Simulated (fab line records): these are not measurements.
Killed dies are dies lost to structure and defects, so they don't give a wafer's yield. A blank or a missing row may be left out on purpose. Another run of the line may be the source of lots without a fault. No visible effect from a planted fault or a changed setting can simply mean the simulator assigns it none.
Matching of chambers || flow sky130 || SKY_PASSIVATION_CVD_00 on pecvd-02: 3 sister chambers
The step deposits SiO2, target thk 90 nm. 3 wafers are shown with their chamber, then 7 later ones without.

## WAFERS PAIRED WITH THEIR CHAMBERS
{"wafer": "L969.5", "chamber": 1, "heaterPowerW (W)": 628}
{"wafer": "L972.1", "chamber": 2, "heaterPowerW (W)": 515}
{"wafer": "L972.4", "chamber": 0, "heaterPowerW (W)": 649}

## WAFERS WITHOUT THEIR CHAMBER
{"wafer": "L972.5", "heaterPowerW (W)": 737}
{"wafer": "L979.1", "heaterPowerW (W)": 665}
{"wafer": "L979.5", "heaterPowerW (W)": 615}
{"wafer": "L979.6", "heaterPowerW (W)": 672}
{"wafer": "L982.2", "heaterPowerW (W)": 601}
{"wafer": "L982.5", "heaterPowerW (W)": 586}
{"wafer": "L982.6", "heaterPowerW (W)": 539}

## THE CHAMBER EACH PASSED THROUGH
{"wafer": "L972.5", "from the rows above": "can't be placed: 0 or 1", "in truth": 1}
{"wafer": "L979.1", "from the rows above": "can't be placed: 0 or 1", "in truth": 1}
{"wafer": "L979.5", "from the rows above": "can't be placed: 1 or 0", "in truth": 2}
{"wafer": "L979.6", "from the rows above": "can't be placed: 0 or 1", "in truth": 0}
{"wafer": "L982.2", "from the rows above": "can't be placed: 1 or 0 or 2", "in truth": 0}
{"wafer": "L982.5", "from the rows above": "can't be placed: 1 or 0 or 2", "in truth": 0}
{"wafer": "L982.6", "from the rows above": "can't be placed: 2 or 1", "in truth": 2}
Correct placement for 0 of the 7. Unplaceable from these rows: 7, with the true chamber sitting among the candidates in 6. 0 placed wrongly.
How it was worked out, from the rows above alone: a wafer's distance from a chamber is the root of the sum, over the readings, of the square of ((its reading less the chamber's mean) divided by the reading's scatter). The wafer belongs to the nearest chamber; if the next one is less than 2 further off, it can't be placed. For every chamber, the mean is computed from those of its wafers that are shown. The scatter: root of mean squared gap, hidden wafer to nearest shown wafer, with one shown wafer a chamber.
